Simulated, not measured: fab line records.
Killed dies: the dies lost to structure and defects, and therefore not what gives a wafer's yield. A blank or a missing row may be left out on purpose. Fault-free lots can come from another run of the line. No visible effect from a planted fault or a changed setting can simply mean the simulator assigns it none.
fab line records ; flow sky130
record: lots: 6; wafers: 18; lastDay: 50
route steps=708 shown LI_CONTACT@371 PAD_OPEN@708
lots with no fault: from the same line, run without faults
startH: start of the lot's first displayed wafer, in hours after the record's first day ; waitH: hours elapsed since this lot's preceding step ; " repeats the value in the row above ; L1.1+2: one row covering several wafers at once ; - no value, or no start given ; * or withheld: withheld ; < > ~ a bound
route shown NAME@n: NAME is a module with steps in the file, n the number in the route of the first one ; usual: mean/standard deviation taken from wafers without a fault ; same: alike in all rows ; chamber/n: place in a boat ; sites: the reading at each site ; _std_site: how widely they spread, as a standard deviation ; _edge_site: the outer-site mean with the inner-site mean subtracted ; radiusMm: how far each site lies from the wafer's centre ; mask NAME#n: copy n ; behind: the tool/chamber that last shaped the wafer ; hold: why the lot went on hold/how many hours it stayed there/how the hold came to an end ; device: transistor that didn't switch, given as n, p or np ; end of line: tests of these same wafers at the route's end ; step lacking rows: just its recipe ; killed: at the first sort, the dies lost to defects and structure; wafer yield is something else ; map: shows each die of a wafer: x if killed, . if not, _ if none is there
set.NAME: the setting as run; set.NAME@STEP: as run at that earlier step ; model.NAME: the simulator's own value behind a step, which no gauge read
lots at selected steps of the route; one table per step, one row per wafer
services: from which hour (startH, from the record's first day; less than 0 if before it) a tool's chamber was out of use, for how many hours, and why
== steps ==
step: SKY_LI_CONTACT_EXPOSE_09
recipe: maskId: LICM1; na: 0.8; sourceShape: annular; sigmaInner: 0.55; sigmaOuter: 0.85; targetCdNm: 170; doseMj: 38
step: SKY_LI_CONTACT_PEB_10
recipe: pebTempC: withheld; pebTimeS: withheld; resist: KrF-thick
step: SKY_LI_CONTACT_DEVELOP_11
recipe: developTimeS: 60; resist: KrF-thick; devTempC: 21
step: SKY_LI_CONTACT_CD_MEAS_12
recipe: targetCdNm: 170
usual: cdNm: 170.0/1.5
lot.wafer;tool;chamber;startH;waitH;cdNm
L676.2;cdSem-02;-;680.55;-;167.0
L676.3;cdSem-02;-;680.55;-;167.6
L676.5;cdSem-02;-;680.55;-;166.9
L682.3;cdSem-02;-;727.22;-;172.2
L682.4;cdSem-02;-;727.22;-;168.9
L682.6;cdSem-02;-;727.22;-;170.6
L683.2;cdSem-01;-;735.49;-;170.3
L683.5;cdSem-01;-;735.49;-;171.0
L683.6;cdSem-01;-;735.49;-;169.8
L686.2;cdSem-02;-;759.04;-;169.0
L686.5;cdSem-02;-;759.04;-;171.6
L686.6;cdSem-02;-;759.04;-;170.0
L696.3;cdSem-01;-;834.06;-;168.6
L696.4;cdSem-01;-;834.06;-;167.8
L696.6;cdSem-01;-;834.06;-;168.7
L697.3;cdSem-02;-;840.17;-;169.4
L697.4;cdSem-02;-;840.17;-;169.5
L697.6;cdSem-02;-;840.17;-;168.6
step: SKY_LI_CONTACT_OVL_MEAS_13
usual: LI_CONTACT_OVL: -1/5.8
lot.wafer;tool;chamber;startH;waitH;LI_CONTACT_OVL[nm]
L676.2;overlay-01;-;680.66;0.1;-4
L676.3;overlay-01;-;680.66;0.1;-6
L676.5;overlay-01;-;680.66;0.1;1
L682.3;overlay-01;-;727.32;0.1;9
L682.4;overlay-01;-;727.32;0.1;-2
L682.6;overlay-01;-;727.32;0.1;-1
L683.2;overlay-02;-;735.60;0.1;-3
L683.5;overlay-02;-;735.60;0.1;-5
L683.6;overlay-02;-;735.60;0.1;-3
L686.2;overlay-01;-;759.15;0.1;0
L686.5;overlay-01;-;759.15;0.1;-4
L686.6;overlay-01;-;759.15;0.1;-1
L696.3;overlay-01;-;834.16;0.1;-1
L696.4;overlay-01;-;834.16;0.1;-1
L696.6;overlay-01;-;834.16;0.1;4
L697.3;overlay-01;-;840.26;0.1;8
L697.4;overlay-01;-;840.26;0.1;1
L697.6;overlay-01;-;840.26;0.1;1
step: SKY_LI_CONTACT_ETCH_14
recipe: chemistry: N2/H2; target: BARC; ionEnergyEv: 200; sourceW: 500; biasW: 100; pressureMtorr: 30; n2FlowSccm: 100; h2FlowSccm: 200; stopOn: SiO2; timeS: 45.9; targetDepthA: 600
usual: drypumpMotorCurrentA: 5.6/0.41; oesProductAu: 0.854/0.0047; throttleValvePct: 13.224/0.0083
lot.wafer;tool;chamber;startH;waitH;drypumpMotorCurrentA;oesProductAu;rfHoursCounterH;throttleValvePct
L676.2;rieDiel-01;3;680.69;0.0;5.5;0.854;12;13.214
L676.3;rieDiel-01;1;680.69;0.0;5.6;0.855;3;13.230
L676.5;rieDiel-01;2;680.69;0.0;5.5;0.849;-;13.243
L682.3;rieDiel-01;2;727.34;0.0;5.5;0.852;47;13.226
L682.4;rieDiel-01;0;727.34;0.0;5.6;0.859;-;13.222
L682.6;rieDiel-01;2;727.34;0.0;5.6;0.858;-;13.217
L683.2;rieDiel-02;3;735.63;0.0;5.7;0.860;16;13.226
L683.5;rieDiel-02;0;735.63;0.0;6.6;0.849;-;13.218
L683.6;rieDiel-02;3;735.63;0.0;5.8;0.862;-;13.219
L686.2;rieDiel-02;1;759.18;0.0;5.5;0.846;17;13.232
L686.5;rieDiel-02;1;759.18;0.0;5.5;0.852;-;13.228
L686.6;rieDiel-02;2;759.18;0.0;5.6;0.855;-;13.226
L696.3;rieDiel-01;0;834.18;0.0;5.6;0.857;10;13.239
L696.4;rieDiel-01;1;834.18;0.0;5.6;0.851;7;13.220
L696.6;rieDiel-01;2;834.18;0.0;5.6;0.862;-;13.228
L697.3;rieDiel-02;1;840.28;0.0;5.5;0.852;19;13.211
L697.4;rieDiel-02;0;840.28;0.0;6.6;0.854;5;13.227
L697.6;rieDiel-02;3;840.28;0.0;5.7;0.848;-;13.210
step: SKY_LI_CONTACT_ETCH_15
recipe: target: PSG; chemistry: C4F8/O2/Ar; stopOn: Si; taperDeg: 4.15; maskMaterial: KrF-thick; sourceW: 1500; biasW: 1200; pressureMtorr: 40; c4f8FlowSccm: withheld; O2_flow_sccm: 6; Ar_flow_sccm: 300; timeS: withheld; targetDepthA: 6000
usual: oesProductAu: 0.825/0.0047
lot.wafer;tool;chamber;startH;waitH;oesProductAu
L676.2;rieDiel-01;3;680.73;0.0;0.819
L676.3;rieDiel-01;1;680.73;0.0;0.823
L676.5;rieDiel-01;2;680.73;0.0;0.830
L682.3;rieDiel-01;2;727.38;0.0;0.823
L682.4;rieDiel-01;0;727.38;0.0;0.829
L682.6;rieDiel-01;2;727.38;0.0;0.828
L683.2;rieDiel-02;3;735.67;0.0;0.833
L683.5;rieDiel-02;0;735.67;0.0;0.827
L683.6;rieDiel-02;3;735.67;0.0;0.813
L686.2;rieDiel-02;1;759.22;0.0;0.833
L686.5;rieDiel-02;1;759.22;0.0;0.830
L686.6;rieDiel-02;2;759.22;0.0;0.823
L696.3;rieDiel-01;0;834.22;0.0;0.825
L696.4;rieDiel-01;1;834.22;0.0;0.824
L696.6;rieDiel-01;2;834.22;0.0;0.827
L697.3;rieDiel-02;1;840.33;0.0;0.822
L697.4;rieDiel-02;0;840.33;0.0;0.817
L697.6;rieDiel-02;3;840.33;0.0;0.833
step: SKY_LI_CONTACT_STRIP_16
recipe: chemistry: O2/N2; powerW: 1400; pressureMtorr: 1500; platenTempC: withheld; o2FlowSccm: 3000; n2FlowSccm: 300; overashFraction: 0.5
step: SKY_LI_CONTACT_CLEAN_17
recipe: chemistry: NMP; timeS: 600; tempC: 60; dry: n2Spin
step: SKY_LI_CONTACT_PRE_CLEAN_18
recipe: gas: Ar; timeS: 5.6; biasV: 358
step: SKY_LI_CONTACT_SPUTTER_19
recipe: material: Ti; targetThkNm: 20; chamberPressurePa: 4.826; powerW: 2500; substrateTempC: 200; timeS: 106.37
usual: substrateTempC: 200.02/0.16; throttleValvePct: 29.9/0.93
lot.wafer;tool;chamber;startH;waitH;substrateTempC;throttleValvePct
L676.2;pvdSputter-04;-;681.13;0.0;199.90;29.4
L676.3;pvdSputter-04;-;681.13;0.0;199.97;30.3
L676.5;pvdSputter-04;-;681.13;0.0;200.19;29.1
L682.3;pvdSputter-01;-;727.78;0.0;200.16;29.2
L682.4;pvdSputter-01;-;727.78;0.0;199.97;31.3
L682.6;pvdSputter-01;-;727.78;0.0;200.20;30.8
L683.2;pvdSputter-02;-;736.05;0.0;200.02;29.9
L683.5;pvdSputter-02;-;736.05;0.0;199.64;29.7
L683.6;pvdSputter-02;-;736.05;0.0;199.88;30.6
L686.2;pvdSputter-01;-;759.62;0.0;199.92;29.4
L686.5;pvdSputter-01;-;759.62;0.0;199.91;30.6
L686.6;pvdSputter-01;-;759.62;0.0;199.66;29.8
L696.3;pvdSputter-01;-;834.62;0.0;200.05;29.7
L696.4;pvdSputter-01;-;834.62;0.0;199.84;30.9
L696.6;pvdSputter-01;-;834.62;0.0;200.21;29.0
L697.3;pvdSputter-01;-;840.88;0.0;200.18;31.0
L697.4;pvdSputter-01;-;840.88;0.0;200.28;31.1
L697.6;pvdSputter-01;-;840.88;0.0;199.99;30.7
step: SKY_LI_CONTACT_SPUTTER_20
recipe: material: TiN; targetThkNm: 20; chamberPressurePa: 5; powerW: 4000; timeS: 80
usual: throttleValvePct: 29.9/0.92
lot.wafer;tool;chamber;startH;waitH;throttleValvePct
L676.2;pvdSputter-04;-;681.20;0.0;29.2
L676.3;pvdSputter-04;-;681.20;0.0;30.1
L676.5;pvdSputter-04;-;681.20;0.0;29.2
L682.3;pvdSputter-01;-;727.85;0.0;29.2
L682.4;pvdSputter-01;-;727.85;0.0;30.9
L682.6;pvdSputter-01;-;727.85;0.0;30.5
L683.2;pvdSputter-02;-;736.13;0.0;29.9
L683.5;pvdSputter-02;-;736.13;0.0;29.9
L683.6;pvdSputter-02;-;736.13;0.0;30.3
L686.2;pvdSputter-01;-;759.69;0.0;29.4
L686.5;pvdSputter-01;-;759.69;0.0;30.4
L686.6;pvdSputter-01;-;759.69;0.0;29.6
L696.3;pvdSputter-01;-;834.70;0.0;29.3
L696.4;pvdSputter-01;-;834.70;0.0;30.8
L696.6;pvdSputter-01;-;834.70;0.0;29.0
L697.3;pvdSputter-01;-;840.97;0.0;30.9
L697.4;pvdSputter-01;-;840.97;0.0;31.1
L697.6;pvdSputter-01;-;840.97;0.0;30.7
step: SKY_LI_CONTACT_CVD_21
recipe: material: W; targetThkNm: 400; timeS: 120.56; tempC: 400; pressureTorr: 40
usual: heaterPowerW: 824/50
lot.wafer;tool;chamber;startH;waitH;heaterPowerW;model.W_of_LI_CONTACT_CVD_21.thkNm
L676.2;cvdW-01;1;681.27;0.0;886;392
L676.3;cvdW-01;1;681.27;0.0;875;393.3
L676.5;cvdW-01;0;681.27;0.0;813;402
L682.3;cvdW-01;1;727.96;0.1;871;388.3
L682.4;cvdW-01;0;727.96;0.1;841;402.7
L682.6;cvdW-01;0;727.96;0.1;831;398.7
L683.2;cvdW-01;1;736.19;0.0;882;390.1
L683.5;cvdW-01;0;736.19;0.0;831;401.5
L683.6;cvdW-01;1;736.19;0.0;893;386.7
L686.2;cvdW-02;0;759.76;0.0;746;407.3
L686.5;cvdW-02;0;759.76;0.0;733;409
L686.6;cvdW-02;1;759.76;0.0;771;400.4
L696.3;cvdW-01;1;834.81;0.1;873;419.1
L696.4;cvdW-01;0;834.81;0.1;819;430.7
L696.6;cvdW-01;1;834.81;0.1;860;394.7
L697.3;cvdW-01;1;841.07;0.1;857;414.2
L697.4;cvdW-01;0;841.07;0.1;838;424.8
L697.6;cvdW-01;0;841.07;0.1;825;399
step: SKY_LI_CONTACT_RS_MEAS_22
recipe: thkMeasGauge: four-point-probe; reads: W_of_LI_CONTACT_CVD_21+TiN_of_LI_CONTACT_SPUTTER_20+Ti_of_LI_CONTACT_SPUTTER_19
usual: LI_CONTACT_W_RS: 0.286/0.0057
lot.wafer;tool;chamber;startH;waitH;hold;LI_CONTACT_W_RS[ohm/sq]
L676.2;filmMetro-04;-;681.41;0.1;-;0.290
L676.3;filmMetro-04;-;681.41;0.1;-;0.290
L676.5;filmMetro-04;-;681.41;0.1;-;0.284
L682.3;filmMetro-03;-;728.08;0.1;-;0.294
L682.4;filmMetro-03;-;728.08;0.1;-;0.283
L682.6;filmMetro-03;-;728.08;0.1;-;0.285
L683.2;filmMetro-02;-;736.34;0.1;-;0.292
L683.5;filmMetro-02;-;736.34;0.1;-;0.285
L683.6;filmMetro-02;-;736.34;0.1;-;0.296
L686.2;filmMetro-02;-;759.90;0.1;-;0.280
L686.5;filmMetro-02;-;759.90;0.1;-;0.279
L686.6;filmMetro-02;-;759.90;0.1;-;0.284
L696.3;filmMetro-02;-;834.93;0.1;awaitDispo/0.2h/release;0.272
L696.4;filmMetro-02;-;834.93;0.1;awaitDispo/0.2h/release;0.265
L696.6;filmMetro-02;-;834.93;0.1;awaitDispo/0.2h/release;0.289
L696.3;filmMetro-02;-;835.22;0.3;-;0.272
L696.4;filmMetro-02;-;835.22;0.3;-;0.265
L696.6;filmMetro-02;-;835.22;0.3;-;0.288
L697.3;filmMetro-04;-;841.20;0.1;-;0.275
L697.4;filmMetro-04;-;841.20;0.1;-;0.268
L697.6;filmMetro-04;-;841.20;0.1;-;0.285
step: SKY_LI_CONTACT_THK_MEAS_23
recipe: thkMeasGauge: xrf; reads: W_of_LI_CONTACT_CVD_21
usual: LI_CONTACT_W_THK: 400/9.4
lot.wafer;tool;chamber;startH;waitH;hold;LI_CONTACT_W_THK[nm]
L676.2;filmMetro-04;-;681.52;0.1;-;400
L676.3;filmMetro-04;-;681.52;0.1;-;399
L676.5;filmMetro-04;-;681.52;0.1;-;409
L682.3;filmMetro-03;-;728.18;0.1;-;384
L682.4;filmMetro-03;-;728.18;0.1;-;398
L682.6;filmMetro-03;-;728.18;0.1;-;394
L683.2;filmMetro-02;-;736.45;0.1;-;389
L683.5;filmMetro-02;-;736.45;0.1;-;402
L683.6;filmMetro-02;-;736.45;0.1;-;384
L686.2;filmMetro-02;-;760.01;0.1;-;407
L686.5;filmMetro-02;-;760.01;0.1;-;415
L686.6;filmMetro-02;-;760.01;0.1;-;400
L696.3;filmMetro-02;-;837.86;2.6;awaitDispo/0.2h/release;419
L696.4;filmMetro-02;-;837.86;2.6;awaitDispo/0.2h/release;432
L696.6;filmMetro-02;-;837.86;2.6;awaitDispo/0.2h/release;394
L696.3;filmMetro-02;-;838.09;0.2;-;417
L696.4;filmMetro-02;-;838.09;0.2;-;430
L696.6;filmMetro-02;-;838.09;0.2;-;395
L697.3;filmMetro-04;-;841.30;0.1;-;421
L697.4;filmMetro-04;-;841.30;0.1;-;430
L697.6;filmMetro-04;-;841.30;0.1;-;403
step: SKY_LI_CONTACT_CMP_24
recipe: stopOn: PSG; tOverpolishS: 20; downForcePsi: 3.5; platenRpm: 60; targetThkNm: 0; padVelocityMS: 0.94248
usual: motorCurrentA: 10.7/0.98
lot.wafer;tool;chamber;startH;waitH;motorCurrentA
L676.2;cmp-02;2;681.57;0.0;9.8
L676.3;cmp-02;0;681.57;0.0;8.3
L676.5;cmp-02;3;681.57;0.0;12.3
L682.4;cmp-01;1;728.27;0.1;11.3
L682.3;cmp-01;2;728.27;0.1;10.5
L682.6;cmp-01;0;728.27;0.1;10.6
L683.2;cmp-02;0;736.50;0.0;8.6
L683.6;cmp-02;0;736.50;0.0;8.8
L683.5;cmp-02;1;736.50;0.0;10.0
L686.2;cmp-01;0;760.16;0.1;10.5
L686.6;cmp-01;2;760.16;0.1;11.3
L686.5;cmp-01;3;760.16;0.1;11.7
L696.3;cmp-01;1;838.18;0.1;11.7
L696.4;cmp-01;2;838.18;0.1;11.1
L696.6;cmp-01;1;838.18;0.1;11.1
L697.3;cmp-01;1;841.39;0.1;10.7
L697.4;cmp-01;2;841.39;0.1;11.0
L697.6;cmp-01;0;841.39;0.1;10.2
step: SKY_PAD_OPEN_PROBE_99
usual: killed_at_M0_to_M3: 42/7.2; killed_at_M4_up: 3.4/2.1; killedAtContacts: 24/5.4; killedAtFrontEnd: 15/4; killedAtOther: 0.3/0.53; killedDies: 85/8.8; killedOpen: 47/6.7; killedShort: 38/6.5
same: grossDies: 492; killedAtBackSide: 0
lot.wafer;tool;chamber;startH;waitH;killed_at_M0_to_M3;killed_at_M4_up;killedAtContacts;killedAtFrontEnd;killedAtOther;killedDies;killedOpen;killedShort
L682.3;prober-02;-;1117.58;0.2;34;4;22;15;0;75;44;28
L682.4;prober-02;-;1117.63;0.2;37;4;18;21;0;80;44;35
L682.6;prober-02;-;1117.73;0.2;42;3;16;13;0;74;46;27
L686.2;prober-02;-;1138.25;0.1;55;3;18;11;0;87;45;42
L686.5;prober-02;-;1138.40;0.2;38;5;19;14;0;76;34;42
L686.6;prober-02;-;1138.45;0.2;42;4;37;13;1;97;47;50
L696.6;prober-01;-;1188.10;0.2;31;3;19;23;0;76;47;29
L697.3;prober-02;-;1193.14;0.2;52;4;27;13;0;96;51;45
L697.4;prober-02;-;1193.19;0.2;46;3;32;11;1;93;49;44
L697.6;prober-02;-;1193.29;0.2;47;6;22;14;1;90;51;39
killed by level:class
L682.3 VIA1:geometricParticle:open=14 LI_CONTACT:geometricParticle:open=6 VIA2:geometricParticle:open=6 FIELD_ISO:geometricParticle:open=4 CONTACT:geometricParticle:open=4 CONTACT:geometricParticle:short=4 VIA1:geometricParticle:short=4 FIELD_ISO:geometricParticle:short=3
L682.4 METAL1:geometricParticle:short=8 VIA2:geometricParticle:open=8 POLY_GATE:geometricParticle:open=7 LI_CONTACT:geometricParticle:open=7 FIELD_ISO:geometricParticle:open=6 VIA1:geometricParticle:short=6 CONTACT:geometricParticle:open=5 VIA1:geometricParticle:open=4
L682.6 VIA1:geometricParticle:open=11 VIA2:geometricParticle:open=8 VIA3:geometricParticle:open=7 METAL2:geometricParticle:short=7 CONTACT:geometricParticle:open=6 FIELD_ISO:geometricParticle:open=5 LI_CONTACT:geometricParticle:open=3 METAL3:geometricParticle:short=3
L686.2 VIA1:geometricParticle:open=16 VIA1:geometricParticle:short=8 CONTACT:geometricParticle:open=7 FIELD_ISO:geometricParticle:short=6 METAL1:geometricParticle:short=6 METAL2:geometricParticle:short=5 VIA3:geometricParticle:open=5 LI_CONTACT:geometricParticle:open=4
L686.5 METAL1:geometricParticle:short=9 VIA1:geometricParticle:open=9 CONTACT:geometricParticle:open=7 VIA1:geometricParticle:short=6 POLY_GATE:geometricParticle:open=5 VIA3:geometricParticle:open=5 FIELD_ISO:geometricParticle:short=4 POLY_GATE:geometricParticle:short=4
L686.6 CONTACT:geometricParticle:open=13 VIA1:geometricParticle:open=9 VIA3:geometricParticle:open=7 CONTACT:geometricParticle:short=6 LI_CONTACT:geometricParticle:open=6 VIA1:geometricParticle:short=6 POLY_GATE:geometricParticle:short=5 LI_CONTACT:geometricParticle:short=5
L696.6 VIA1:geometricParticle:open=10 CONTACT:geometricParticle:open=6 FIELD_ISO:geometricParticle:open=5 LI_CONTACT:geometricParticle:open=5 VIA3:geometricParticle:open=4 POLY_GATE:geometricParticle:open=4 SPACER:geometricParticle:open=4 LOCAL_INTERCONNECT:geometricParticle:short=4
L697.3 VIA1:geometricParticle:open=12 CONTACT:geometricParticle:open=11 METAL2:geometricParticle:short=8 LI_CONTACT:geometricParticle:open=8 FIELD_ISO:geometricParticle:short=5 POLY_GATE:geometricParticle:open=5 CONTACT:geometricParticle:short=5 VIA1:geometricParticle:short=5
L697.4 LI_CONTACT:geometricParticle:open=10 CONTACT:geometricParticle:open=10 METAL1:geometricParticle:short=8 METAL2:geometricParticle:short=7 VIA2:geometricParticle:open=7 VIA1:geometricParticle:open=6 VIA2:geometricParticle:short=6 CONTACT:geometricParticle:short=5
L697.6 VIA1:geometricParticle:open=16 VIA3:geometricParticle:open=9 LI_CONTACT:geometricParticle:open=8 POLY_GATE:geometricParticle:short=6 CONTACT:geometricParticle:open=6 VIA2:geometricParticle:open=5 METAL2:geometricParticle:short=5 LI_CONTACT:geometricParticle:short=4
== services ==
tool;chamber;startH;hours;kind
cmp-01;-;657.18;1.1;repair
cmp-02;-;664.14;1.1;repair
cmp-02;-;667.13;3.5;repair
cvdW-02;1;687.40;1.3;repair
pvdSputter-04;-;688.62;3.6;repair
pvdSputter-02;-;703.61;2.1;repair
cmp-01;-;713.13;1.0;repair
cmp-02;-;714.44;2.5;repair
rieDiel-01;2;720.51;2.8;repair
rieDiel-01;3;724.20;6.1;repair
pvdSputter-01;-;744.19;2.5;repair
cmp-02;-;744.24;11.0;pm
cmp-01;-;750.53;4.0;pm
cmp-01;-;766.76;1.3;repair
cvdW-02;0;769.66;9.6;repair
cmp-02;-;771.20;4.9;pm
rieDiel-01;1;772.14;9.9;repair
cvdW-02;0;784.36;14.0;repair
rieDiel-02;2;785.07;9.5;repair
rieDiel-02;1;786.28;3.0;repair
cmp-02;-;790.38;2.3;repair
cmp-01;-;799.56;3.5;pm
cmp-01;-;810.60;0.6;repair
pvdSputter-04;-;839.28;0.5;repair
== key ==
firstSign: step: SKY_LI_CONTACT_RS_MEAS_22; reading: visit; direction: added
effect: step: SKY_LI_CONTACT_RS_MEAS_22; reading: LI_CONTACT_W_RS; direction: down; sigmas: 2.9; usual: 0.286; struck: 0.270
effect: step: SKY_LI_CONTACT_THK_MEAS_23; reading: visit; direction: added
modelEffect: step: SKY_LI_CONTACT_CVD_21; value: W_of_LI_CONTACT_CVD_21.thkNm; without: 398.5; struck: 422.2
metAt SKY_LI_CONTACT_CVD_21
struckWafers L696.3,L696.4,L697.3,L697.4
testerLeftOut L696,L697
onsetBetween 736.19 834.81
fault: kind: processParameterDrift; tool: cvdW-01; chamber: -; onsetH: 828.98; steps: SKY_LI_CONTACT_CVD_21; channel: targetThkNm; offset: 23.844; shape: step; endH: 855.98; scope: struckWafersOnly; actsIn: theseRecipesOnly; stated: 400
testerLeftOut: of these lots the tester's yield and bins aren't shown, on N5 and GAA mostly nor the transistor test; their killed dies are dies lost to structure and defects alone, not to doping, threshold or leakage, so they don't give the yield
